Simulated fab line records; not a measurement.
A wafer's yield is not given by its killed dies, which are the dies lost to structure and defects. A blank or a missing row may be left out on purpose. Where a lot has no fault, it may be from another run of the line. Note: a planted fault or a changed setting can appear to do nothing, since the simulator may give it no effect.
fab line records -- flow gf180mcu -- part 1 of 2: steps 1 to 28 of 39
record lots=5, wafers=15, last-day=34
route steps=602 shown MVSD@71 MVPSD@78 VT_IMPLANT@90
lots untouched by any fault: they come from a run of this same line in which no faults occurred
start-h: the number of hours between the record's first day and the start of the first shown wafer of the lot -- wait-h: hours elapsed since this lot's preceding step -- " repeats the value in the row above -- L1.1+2: a single row standing in for several wafers -- - either no value or no given start -- * or withheld: withheld -- < > ~ a bound
route shown NAME@n: NAME is a module with steps in the file, n the number in the route of the first one -- usual: mean and standard deviation over wafers with no fault -- same: alike in all rows -- chamber/n: place in a boat -- sites: the reading at each site -- _std_site: standard deviation across them -- _edge_site: mean of outer sites minus mean of inner sites -- radius-mm: how far each site lies from the wafer's centre -- mask NAME#n: copy n -- behind: the last tool/chamber to shape the wafer -- hold: why the lot went on hold/how many hours it stayed there/how the hold came to an end -- device: which transistor (n, p or np) failed to switch -- end of line: the tests these same wafers got at the end of their route -- for a step that has no rows: nothing shown but its recipe -- killed: at the first sort, the dies lost to defects and structure; wafer yield is something else -- map: a wafer's dies, x killed, . not, _ none there
set.NAME: the run value of the setting; set.NAME@STEP: its run value at that earlier step -- model.NAME: the simulator's own value behind a step, which no gauge read
lots at selected steps of the route; one table per step, one row per wafer
services: a tool's chamber out of use, with start hour (start-h, from the record's first day; less than 0 if before it), hours out, and reason
## steps
# step GF_MVSD_PEB_05
# recipe temp-c=115, time-s=withheld
# usual chill-plate-temp-C=23.01/0.11
lot.wafer,tool,chamber,start-h,wait-h,chill-plate-temp-C
L080.2,litho-track-02,0,-,-,23.18
L080.4,litho-track-02,0,-,-,23.03
L080.6,litho-track-02,0,-,-,23.13
L084.1,litho-track-01,0,-,-,22.93
L084.3,litho-track-01,0,-,-,23.00
L084.5,litho-track-01,0,-,-,22.86
L086.1,litho-track-02,0,-,-,23.23
L086.3,litho-track-02,0,-,-,22.90
L086.6,litho-track-02,0,-,-,23.05
L087.2,litho-track-04,0,-,-,23.02
L087.3,litho-track-04,0,-,-,23.09
L087.5,litho-track-04,0,-,-,23.09
L096.2,litho-track-04,0,-,-,22.90
L096.4,litho-track-04,0,-,-,22.99
L096.5,litho-track-04,0,-,-,23.06
# step GF_MVSD_DEVELOP_06
# recipe wall-angle-deg=90, develop-time-s=60, dev-temp-c=23
# usual chill-plate-temp-C=22.99/0.11
# same develop-time-s=60
lot.wafer,tool,chamber,start-h,wait-h,chill-plate-temp-C
L080.2,litho-track-02,0,-,-,22.86
L080.4,litho-track-02,0,-,-,23.03
L080.6,litho-track-02,0,-,-,22.98
L084.1,litho-track-01,0,-,-,23.14
L084.3,litho-track-01,0,-,-,23.01
L084.5,litho-track-01,0,-,-,23.05
L086.1,litho-track-02,0,-,-,23.19
L086.3,litho-track-02,0,-,-,23.09
L086.6,litho-track-02,0,-,-,23.13
L087.2,litho-track-04,0,-,-,22.95
L087.3,litho-track-04,0,-,-,22.98
L087.5,litho-track-04,0,-,-,22.88
L096.2,litho-track-04,0,-,-,22.95
L096.4,litho-track-04,0,-,-,22.95
L096.5,litho-track-04,0,-,-,22.92
# step GF_MVSD_OVL_MEAS_07
# usual MVSD_OVL=-1.1/1.4
lot.wafer,tool,chamber,start-h,wait-h,MVSD_OVL[nm]
L080.2,overlay-02,-,116.75,-,2.2
L080.4,overlay-02,-,116.75,-,-0.1
L080.6,overlay-02,-,116.75,-,0.6
L084.1,overlay-01,-,141.37,-,1.3
L084.3,overlay-01,-,141.37,-,1.0
L084.5,overlay-01,-,141.37,-,1.4
L086.1,overlay-01,-,152.09,-,-2.1
L086.3,overlay-01,-,152.09,-,-2.4
L086.6,overlay-01,-,152.09,-,-0.7
L087.2,overlay-01,-,156.24,-,-2.1
L087.3,overlay-01,-,156.24,-,-1.3
L087.5,overlay-01,-,156.24,-,-0.7
L096.2,overlay-01,-,212.24,-,0.1
L096.4,overlay-01,-,212.24,-,1.5
L096.5,overlay-01,-,212.24,-,2.4
# step GF_MVSD_IMPLANT_08
# recipe species=P, energy-kev=400, dose-cm2=1.6e+13, tilt-deg=0
lot.wafer,tool,chamber,start-h,wait-h
L080.2+4+6,implanter-03,0,116.80,0.0
L084.1+3+5,implanter-02,0,141.40,0.0
L086.1+3+6,implanter-04,0,152.13,0.0
L087.2+3+5,implanter-04,0,156.29,0.0
L096.2+4+5,implanter-02,0,212.29,0.0
# step GF_MVSD_IMPLANT_09
# recipe species=P, energy-kev=100, dose-cm2=5e+12, tilt-deg=0
lot.wafer,tool,chamber,start-h,wait-h
L080.2+4+6,implanter-03,0,116.95,0.1
L084.1+3+5,implanter-02,0,141.55,0.1
L086.1+3+6,implanter-04,0,152.28,0.1
L087.2+3+5,implanter-04,0,156.44,0.1
L096.2+4+5,implanter-02,0,212.44,0.1
# step GF_MVSD_STRIP_10
# recipe chemistry=O2/N2, power-w=1400, pressure-mtorr=1500, platen-temp-c=250, o2-flow-sccm=3000, n2-flow-sccm=300, overash-fraction=0.5
# usual drypump-motor-current-A=5.9/0.42, heater-power-w=337/21, oes-product-au=0.722/0.0043, strip-time-to-endpoint-s=36.91/0.1
lot.wafer,tool,chamber,start-h,wait-h,drypump-motor-current-A,heater-power-w,oes-product-au,rf-hours-counter-h,strip-time-to-endpoint-s
L080.2,plasma-asher-04,0,117.08,0.1,6.3,351,0.724,44,36.94
L080.4,plasma-asher-04,0,117.08,0.1,6.3,337,0.734,-,36.94
L080.6,plasma-asher-04,1,117.08,0.1,5.3,328,0.719,-,36.87
L084.1,plasma-asher-04,0,141.70,0.1,6.2,336,0.723,46,36.99
L084.3,plasma-asher-04,0,141.70,0.1,6.3,339,0.719,-,36.91
L084.5,plasma-asher-04,0,141.70,0.1,6.2,340,0.721,-,36.90
L086.1,plasma-asher-03,1,152.43,0.1,5.4,314,0.722,52,36.76
L086.3,plasma-asher-03,1,152.43,0.1,5.4,307,0.712,-,36.73
L086.6,plasma-asher-03,0,152.43,0.1,6.2,377,0.724,-,36.74
L087.2,plasma-asher-03,1,156.57,0.1,5.4,312,0.726,53,36.92
L087.3,plasma-asher-03,0,156.57,0.1,6.2,380,0.725,-,36.91
L087.5,plasma-asher-03,1,156.57,0.1,5.4,311,0.719,-,36.94
L096.2,plasma-asher-02,0,212.57,0.1,5.8,329,0.728,39,36.82
L096.4,plasma-asher-02,0,212.57,0.1,5.8,330,0.728,-,36.81
L096.5,plasma-asher-02,0,212.57,0.1,5.8,341,0.723,-,36.76
# step GF_MVSD_TW_MEAS_11
# usual MVSD_TW=1589/7.3
lot.wafer,tool,chamber,start-h,wait-h,MVSD_TW
L080.2,film-metro-03,-,117.19,0.1,1580
L080.4,film-metro-03,-,117.19,0.1,1577
L080.6,film-metro-03,-,117.19,0.1,1584
L084.1,film-metro-04,-,141.80,0.1,1593
L084.3,film-metro-04,-,141.80,0.1,1601
L084.5,film-metro-04,-,141.80,0.1,1598
L086.1,film-metro-01,-,152.53,0.1,1581
L086.3,film-metro-01,-,152.53,0.1,1583
L086.6,film-metro-01,-,152.53,0.1,1590
L087.2,film-metro-04,-,156.68,0.1,1603
L087.3,film-metro-04,-,156.68,0.1,1604
L087.5,film-metro-04,-,156.68,0.1,1595
L096.2,film-metro-04,-,212.68,0.1,1593
L096.4,film-metro-04,-,212.68,0.1,1586
L096.5,film-metro-04,-,212.68,0.1,1594
# step GF_MVPSD_DEHYDRATE_00
# recipe temp-c=200, time-s=60
# usual chill-plate-temp-C=22.98/0.11
lot.wafer,tool,chamber,start-h,wait-h,chill-plate-temp-C
L080.2,litho-track-02,0,123.62,6.4,23.05
L080.4,litho-track-02,0,123.62,6.4,23.13
L080.6,litho-track-02,0,123.62,6.4,23.04
L084.1,litho-track-02,0,148.99,7.2,22.99
L084.3,litho-track-02,0,148.99,7.2,22.90
L084.5,litho-track-02,0,148.99,7.2,22.98
L086.1,litho-track-02,0,159.69,7.2,22.98
L086.3,litho-track-02,0,159.69,7.2,23.04
L086.6,litho-track-02,0,159.69,7.2,23.08
L087.2,litho-track-01,0,164.29,7.6,22.91
L087.3,litho-track-01,0,164.29,7.6,22.86
L087.5,litho-track-01,0,164.29,7.6,22.89
L096.2,litho-track-03,0,220.69,8.0,23.06
L096.4,litho-track-03,0,220.69,8.0,23.01
L096.5,litho-track-03,0,220.69,8.0,23.19
# step GF_MVPSD_HMDS_01
# recipe prime-time-s=60, prime-temp-c=120
# usual chill-plate-temp-C=23.02/0.1
lot.wafer,tool,chamber,start-h,wait-h,chill-plate-temp-C
L080.2,litho-track-02,0,123.77,0.1,23.10
L080.4,litho-track-02,0,123.77,0.1,23.09
L080.6,litho-track-02,0,123.77,0.1,23.14
L084.1,litho-track-02,0,149.14,0.1,22.87
L084.3,litho-track-02,0,149.14,0.1,22.96
L084.5,litho-track-02,0,149.14,0.1,23.04
L086.1,litho-track-02,0,159.84,0.1,23.09
L086.3,litho-track-02,0,159.84,0.1,23.09
L086.6,litho-track-02,0,159.84,0.1,23.06
L087.2,litho-track-01,0,164.44,0.1,23.14
L087.3,litho-track-01,0,164.44,0.1,23.01
L087.5,litho-track-01,0,164.44,0.1,23.02
L096.2,litho-track-03,0,220.84,0.1,23.14
L096.4,litho-track-03,0,220.84,0.1,22.96
L096.5,litho-track-03,0,220.84,0.1,23.12
# step GF_MVPSD_COAT_02
# recipe spin-rpm=2000, resist-thk-nm=3000
# usual chill-plate-temp-C=23.03/0.11
lot.wafer,tool,chamber,start-h,wait-h,chill-plate-temp-C
L080.2,litho-track-02,0,123.92,0.1,23.00
L080.4,litho-track-02,0,123.92,0.1,22.97
L080.6,litho-track-02,0,123.92,0.1,22.90
L084.1,litho-track-02,0,149.29,0.1,22.90
L084.3,litho-track-02,0,149.29,0.1,22.93
L084.5,litho-track-02,0,149.29,0.1,22.97
L086.1,litho-track-02,0,159.99,0.1,23.05
L086.3,litho-track-02,0,159.99,0.1,22.93
L086.6,litho-track-02,0,159.99,0.1,22.97
L087.2,litho-track-01,0,164.59,0.1,23.21
L087.3,litho-track-01,0,164.59,0.1,23.19
L087.5,litho-track-01,0,164.59,0.1,23.20
L096.2,litho-track-03,0,220.99,0.1,22.94
L096.4,litho-track-03,0,220.99,0.1,22.80
L096.5,litho-track-03,0,220.99,0.1,22.98
# step GF_MVPSD_SOFTBAKE_03
# recipe temp-c=110, time-s=withheld
# usual chill-plate-temp-C=23.00/0.12
lot.wafer,tool,chamber,start-h,wait-h,chill-plate-temp-C
L080.2,litho-track-02,0,124.07,0.1,22.96
L080.4,litho-track-02,0,124.07,0.1,23.02
L080.6,litho-track-02,0,124.07,0.1,23.07
L084.1,litho-track-02,0,149.44,0.1,23.20
L084.3,litho-track-02,0,149.44,0.1,23.07
L084.5,litho-track-02,0,149.44,0.1,23.11
L086.1,litho-track-02,0,160.14,0.1,23.16
L086.3,litho-track-02,0,160.14,0.1,22.92
L086.6,litho-track-02,0,160.14,0.1,22.98
L087.2,litho-track-01,0,164.75,0.1,23.10
L087.3,litho-track-01,0,164.75,0.1,23.24
L087.5,litho-track-01,0,164.75,0.1,23.09
L096.2,litho-track-03,0,221.14,0.1,22.86
L096.4,litho-track-03,0,221.14,0.1,22.94
L096.5,litho-track-03,0,221.14,0.1,22.83
# step GF_MVPSD_EXPOSE_04
# recipe mask-id=MVPSD, target-cd-nm=1000, na=0.6, source-shape=conventional, sigma-outer=0.6, dose-mj=260
lot.wafer,tool,chamber,start-h,wait-h,mask
L080.2+4+6,iline-stepper-02,0,-,-,MVPSD#0
L084.1+3+5,iline-stepper-01,0,-,-,MVPSD#0
L086.1+3+6,iline-stepper-01,0,-,-,MVPSD#0
L087.2+3+5,iline-stepper-01,0,-,-,MVPSD#0
L096.2+4+5,iline-stepper-02,0,-,-,MVPSD#0
# step GF_MVPSD_PEB_05
# recipe temp-c=115, time-s=withheld
# usual chill-plate-temp-C=23.01/0.087
lot.wafer,tool,chamber,start-h,wait-h,chill-plate-temp-C
L080.2,litho-track-02,0,-,-,22.98
L080.4,litho-track-02,0,-,-,22.90
L080.6,litho-track-02,0,-,-,23.04
L084.1,litho-track-01,0,-,-,23.02
L084.3,litho-track-01,0,-,-,22.90
L084.5,litho-track-01,0,-,-,23.02
L086.1,litho-track-02,0,-,-,23.16
L086.3,litho-track-02,0,-,-,22.99
L086.6,litho-track-02,0,-,-,22.96
L087.2,litho-track-01,0,-,-,23.08
L087.3,litho-track-01,0,-,-,23.11
L087.5,litho-track-01,0,-,-,23.08
L096.2,litho-track-01,0,-,-,23.04
L096.4,litho-track-01,0,-,-,23.10
L096.5,litho-track-01,0,-,-,22.91
# step GF_MVPSD_DEVELOP_06
# recipe wall-angle-deg=90, develop-time-s=60, dev-temp-c=23
# usual chill-plate-temp-C=23.00/0.1
# same develop-time-s=60
lot.wafer,tool,chamber,start-h,wait-h,chill-plate-temp-C
L080.2,litho-track-02,0,-,-,23.06
L080.4,litho-track-02,0,-,-,22.99
L080.6,litho-track-02,0,-,-,23.01
L084.1,litho-track-01,0,-,-,22.88
L084.3,litho-track-01,0,-,-,22.91
L084.5,litho-track-01,0,-,-,23.00
L086.1,litho-track-02,0,-,-,23.03
L086.3,litho-track-02,0,-,-,23.09
L086.6,litho-track-02,0,-,-,22.98
L087.2,litho-track-01,0,-,-,22.95
L087.3,litho-track-01,0,-,-,23.05
L087.5,litho-track-01,0,-,-,23.04
L096.2,litho-track-01,0,-,-,22.97
L096.4,litho-track-01,0,-,-,23.01
L096.5,litho-track-01,0,-,-,23.07
# step GF_MVPSD_OVL_MEAS_07
# usual MVPSD_OVL=0.6/1.4
lot.wafer,tool,chamber,start-h,wait-h,MVPSD_OVL[nm]
L080.2,overlay-01,-,131.65,-,1.2
L080.4,overlay-01,-,131.65,-,2.8
L080.6,overlay-01,-,131.65,-,0.8
L084.1,overlay-02,-,157.12,-,1.6
L084.3,overlay-02,-,157.12,-,-0.1
L084.5,overlay-02,-,157.12,-,-3.1
L086.1,overlay-01,-,168.04,-,-0.9
L086.3,overlay-01,-,168.04,-,0.7
L086.6,overlay-01,-,168.04,-,1.1
L087.2,overlay-02,-,172.97,-,-1.7
L087.3,overlay-02,-,172.97,-,-0.9
L087.5,overlay-02,-,172.97,-,-1.7
L096.2,overlay-01,-,230.42,-,0.3
L096.4,overlay-01,-,230.42,-,-0.1
L096.5,overlay-01,-,230.42,-,1.0
# step GF_MVPSD_IMPLANT_08
# recipe species=B, energy-kev=170, dose-cm2=1.5e+13, tilt-deg=0
lot.wafer,tool,chamber,start-h,wait-h
L080.2+4+6,implanter-03,0,131.70,0.0
L084.1+3+5,implanter-01,0,157.15,0.0
L086.1+3+6,implanter-04,0,168.08,0.0
L087.2+3+5,implanter-03,0,173.03,0.0
L096.2+4+5,implanter-03,0,230.48,0.0
# step GF_MVPSD_IMPLANT_09
# recipe species=B, energy-kev=40, dose-cm2=5e+12, tilt-deg=0
lot.wafer,tool,chamber,start-h,wait-h
L080.2+4+6,implanter-03,0,131.85,0.1
L084.1+3+5,implanter-01,0,157.30,0.1
L086.1+3+6,implanter-04,0,168.23,0.1
L087.2+3+5,implanter-03,0,173.18,0.1
L096.2+4+5,implanter-03,0,230.63,0.1
# step GF_MVPSD_STRIP_10
# recipe chemistry=O2/N2, power-w=1400, pressure-mtorr=1500, platen-temp-c=250, o2-flow-sccm=3000, n2-flow-sccm=300, overash-fraction=0.5
# usual drypump-motor-current-A=5.8/0.41, heater-power-w=332/19, oes-product-au=0.722/0.0043, strip-time-to-endpoint-s=36.94/0.078
lot.wafer,tool,chamber,start-h,wait-h,drypump-motor-current-A,heater-power-w,oes-product-au,rf-hours-counter-h,strip-time-to-endpoint-s
L080.2,plasma-asher-04,0,131.98,0.1,6.3,349,0.719,45,37.02
L080.4,plasma-asher-04,1,131.98,0.1,5.3,323,0.726,-,36.98
L080.6,plasma-asher-04,0,131.98,0.1,6.3,355,0.723,-,36.95
L084.1,plasma-asher-04,1,157.45,0.1,5.3,324,0.720,48,36.93
L084.3,plasma-asher-04,1,157.45,0.1,5.3,317,0.727,-,36.92
L084.5,plasma-asher-04,1,157.45,0.1,5.3,325,0.725,-,37.06
L086.1,plasma-asher-03,0,168.38,0.1,6.2,376,0.719,54,36.89
L086.3,plasma-asher-03,1,168.38,0.1,5.4,311,0.719,-,36.89
L086.6,plasma-asher-03,1,168.38,0.1,5.4,312,0.716,-,36.91
L087.2,plasma-asher-01,1,173.30,0.1,6.0,328,0.728,7,36.86
L087.3,plasma-asher-01,0,173.30,0.1,5.6,300,0.729,-,36.94
L087.5,plasma-asher-01,1,173.30,0.1,6.0,329,0.709,-,36.84
L096.2,plasma-asher-04,1,230.75,0.1,5.3,324,0.722,56,37.03
L096.4,plasma-asher-04,0,230.75,0.1,6.3,340,0.725,-,36.80
L096.5,plasma-asher-04,0,230.75,0.1,6.3,348,0.718,-,37.02
# step GF_MVPSD_TW_MEAS_11
# usual MVPSD_TW=556.7/2.3
lot.wafer,tool,chamber,start-h,wait-h,MVPSD_TW
L080.2,film-metro-03,-,132.09,0.1,559.8
L080.4,film-metro-03,-,132.09,0.1,557.8
L080.6,film-metro-03,-,132.09,0.1,559.2
L084.1,film-metro-01,-,157.55,0.1,556.7
L084.3,film-metro-01,-,157.55,0.1,553.1
L084.5,film-metro-01,-,157.55,0.1,556.3
L086.1,film-metro-03,-,168.48,0.1,558.5
L086.3,film-metro-03,-,168.48,0.1,558.0
L086.6,film-metro-03,-,168.48,0.1,559.8
L087.2,film-metro-01,-,173.41,0.1,553.8
L087.3,film-metro-01,-,173.41,0.1,555.8
L087.5,film-metro-01,-,173.41,0.1,553.8
L096.2,film-metro-01,-,230.87,0.1,555.1
L096.4,film-metro-01,-,230.87,0.1,552.3
L096.5,film-metro-01,-,230.87,0.1,551.5
# step GF_VT_IMPLANT_DEHYDRATE_00
# recipe temp-c=200, time-s=60
# usual chill-plate-temp-C=22.97/0.1
lot.wafer,tool,chamber,start-h,wait-h,chill-plate-temp-C
L080.2,litho-track-01,0,139.04,6.9,22.97
L080.4,litho-track-01,0,139.04,6.9,23.05
L080.6,litho-track-01,0,139.04,6.9,22.84
L084.1,litho-track-01,0,165.27,7.7,22.92
L084.3,litho-track-01,0,165.27,7.7,23.04
L084.5,litho-track-01,0,165.27,7.7,23.05
L086.1,litho-track-04,0,176.08,7.6,23.10
L086.3,litho-track-04,0,176.08,7.6,22.95
L086.6,litho-track-04,0,176.08,7.6,23.01
L087.2,litho-track-03,0,180.94,7.5,23.01
L087.3,litho-track-03,0,180.94,7.5,22.92
L087.5,litho-track-03,0,180.94,7.5,23.02
L096.2,litho-track-04,0,239.11,8.2,23.04
L096.4,litho-track-04,0,239.11,8.2,23.11
L096.5,litho-track-04,0,239.11,8.2,23.00
# step GF_VT_IMPLANT_HMDS_01
# recipe prime-time-s=60, prime-temp-c=120
# usual chill-plate-temp-C=23.00/0.1
lot.wafer,tool,chamber,start-h,wait-h,chill-plate-temp-C
L080.2,litho-track-01,0,139.19,0.1,23.00
L080.4,litho-track-01,0,139.19,0.1,23.05
L080.6,litho-track-01,0,139.19,0.1,22.96
L084.1,litho-track-01,0,165.42,0.1,22.95
L084.3,litho-track-01,0,165.42,0.1,23.10
L084.5,litho-track-01,0,165.42,0.1,23.09
L086.1,litho-track-04,0,176.23,0.1,22.97
L086.3,litho-track-04,0,176.23,0.1,22.88
L086.6,litho-track-04,0,176.23,0.1,23.16
L087.2,litho-track-03,0,181.09,0.1,23.08
L087.3,litho-track-03,0,181.09,0.1,22.99
L087.5,litho-track-03,0,181.09,0.1,22.93
L096.2,litho-track-04,0,239.26,0.1,23.09
L096.4,litho-track-04,0,239.26,0.1,22.96
L096.5,litho-track-04,0,239.26,0.1,23.01
# step GF_VT_IMPLANT_COAT_02
# recipe resist=NOVOLAK, spin-rpm=3000, resist-thk-nm=1000
# usual chill-plate-temp-C=22.96/0.094
lot.wafer,tool,chamber,start-h,wait-h,chill-plate-temp-C
L080.2,litho-track-01,0,139.34,0.1,22.88
L080.4,litho-track-01,0,139.34,0.1,22.94
L080.6,litho-track-01,0,139.34,0.1,22.89
L084.1,litho-track-01,0,165.57,0.1,22.93
L084.3,litho-track-01,0,165.57,0.1,22.97
L084.5,litho-track-01,0,165.57,0.1,22.81
L086.1,litho-track-04,0,176.38,0.1,23.03
L086.3,litho-track-04,0,176.38,0.1,22.98
L086.6,litho-track-04,0,176.38,0.1,23.05
L087.2,litho-track-03,0,181.24,0.1,23.02
L087.3,litho-track-03,0,181.24,0.1,23.04
L087.5,litho-track-03,0,181.24,0.1,22.95
L096.2,litho-track-04,0,239.41,0.1,22.95
L096.4,litho-track-04,0,239.41,0.1,22.92
L096.5,litho-track-04,0,239.41,0.1,22.95
# step GF_VT_IMPLANT_SOFTBAKE_03
# recipe temp-c=90, time-s=60, resist=NOVOLAK
# usual chill-plate-temp-C=23.02/0.12
lot.wafer,tool,chamber,start-h,wait-h,chill-plate-temp-C
L080.2,litho-track-01,0,139.49,0.1,23.17
L080.4,litho-track-01,0,139.49,0.1,23.23
L080.6,litho-track-01,0,139.49,0.1,23.02
L084.1,litho-track-01,0,165.72,0.1,23.12
L084.3,litho-track-01,0,165.72,0.1,23.08
L084.5,litho-track-01,0,165.72,0.1,22.90
L086.1,litho-track-04,0,176.53,0.1,22.86
L086.3,litho-track-04,0,176.53,0.1,23.22
L086.6,litho-track-04,0,176.53,0.1,23.14
L087.2,litho-track-03,0,181.39,0.1,22.89
L087.3,litho-track-03,0,181.39,0.1,23.04
L087.5,litho-track-03,0,181.39,0.1,22.84
L096.2,litho-track-04,0,239.56,0.1,22.96
L096.4,litho-track-04,0,239.56,0.1,22.93
L096.5,litho-track-04,0,239.56,0.1,23.06
# step GF_VT_IMPLANT_EXPOSE_04
# recipe mask-id=LVPWELL_LV_AREA, target-cd-nm=600, na=0.6, source-shape=conventional, sigma-outer=0.6, dose-mj=140
lot.wafer,tool,chamber,start-h,wait-h,mask
L080.2+4+6,iline-stepper-02,0,-,-,LVPWELL_LV_AREA#0
L084.1+3+5,iline-stepper-01,0,-,-,LVPWELL_LV_AREA#0
L086.1+3+6,iline-stepper-02,0,-,-,LVPWELL_LV_AREA#0
L087.2+3+5,iline-stepper-02,0,-,-,LVPWELL_LV_AREA#0
L096.2+4+5,iline-stepper-01,0,-,-,LVPWELL_LV_AREA#0
# step GF_VT_IMPLANT_PEB_05
# recipe temp-c=withheld, time-s=*, resist=NOVOLAK
# usual chill-plate-temp-C=*
lot.wafer,tool,chamber,start-h,wait-h,chill-plate-temp-C
L080.2,litho-track-01,0,-,-,*
L080.4,litho-track-01,0,-,-,*
L080.6,litho-track-01,0,-,-,*
L084.1,litho-track-01,0,-,-,*
L084.3,litho-track-01,0,-,-,*
L084.5,litho-track-01,0,-,-,*
L086.1,litho-track-04,0,-,-,*
L086.3,litho-track-04,0,-,-,*
L086.6,litho-track-04,0,-,-,*
L087.2,litho-track-03,0,-,-,*
L087.3,litho-track-03,0,-,-,*
L087.5,litho-track-03,0,-,-,*
L096.2,litho-track-01,0,-,-,*
L096.4,litho-track-01,0,-,-,*
L096.5,litho-track-01,0,-,-,*
# step GF_VT_IMPLANT_DEVELOP_06
# recipe develop-time-s=60, dev-temp-c=23
# usual chill-plate-temp-C=23.01/0.12
# same develop-time-s=60
lot.wafer,tool,chamber,start-h,wait-h,chill-plate-temp-C
L080.2,litho-track-01,0,147.59,0.1,23.06
L080.4,litho-track-01,0,147.59,0.1,23.13
L080.6,litho-track-01,0,147.59,0.1,23.15
L084.1,litho-track-01,0,173.47,0.1,22.79
L084.3,litho-track-01,0,173.47,0.1,22.97
L084.5,litho-track-01,0,173.47,0.1,22.77
L086.1,litho-track-04,0,184.28,0.1,23.03
L086.3,litho-track-04,0,184.28,0.1,22.84
L086.6,litho-track-04,0,184.28,0.1,22.99
L087.2,litho-track-03,0,189.79,0.1,23.12
L087.3,litho-track-03,0,189.79,0.1,23.11
L087.5,litho-track-03,0,189.79,0.1,22.88
L096.2,litho-track-01,0,248.49,0.1,22.96
L096.4,litho-track-01,0,248.49,0.1,23.24
L096.5,litho-track-01,0,248.49,0.1,23.17
# step GF_VT_IMPLANT_OVL_MEAS_07
# usual VT_IMPLANT_OVL=-0.6/1.5
lot.wafer,tool,chamber,start-h,wait-h,VT_IMPLANT_OVL[nm]
L080.2,overlay-01,-,147.72,0.1,-3.2
L080.4,overlay-01,-,147.72,0.1,-2.3
L080.6,overlay-01,-,147.72,0.1,-0.2
L084.1,overlay-02,-,173.62,0.1,0.7
L084.3,overlay-02,-,173.62,0.1,0.0
L084.5,overlay-02,-,173.62,0.1,2.7
L086.1,overlay-01,-,184.43,0.1,-0.3
L086.3,overlay-01,-,184.43,0.1,0.3
L086.6,overlay-01,-,184.43,0.1,0.6
L087.2,overlay-02,-,189.92,0.1,0.0
L087.3,overlay-02,-,189.92,0.1,-2.3
L087.5,overlay-02,-,189.92,0.1,-1.0
L096.2,overlay-02,-,248.62,0.1,1.1
L096.4,overlay-02,-,248.62,0.1,0.9
L096.5,overlay-02,-,248.62,0.1,0.6
# step GF_VT_IMPLANT_IMPLANT_08
# recipe species=BF2, energy-kev=20, dose-cm2=8.29e+12, tilt-deg=7
lot.wafer,tool,chamber,start-h,wait-h
L080.2+4+6,implanter-04,0,147.78,0.0
L084.1+3+5,implanter-01,0,173.65,0.0
L086.1+3+6,implanter-04,0,184.47,0.0
L087.2+3+5,implanter-04,0,189.97,0.0
L096.2+4+5,implanter-01,0,248.68,0.0
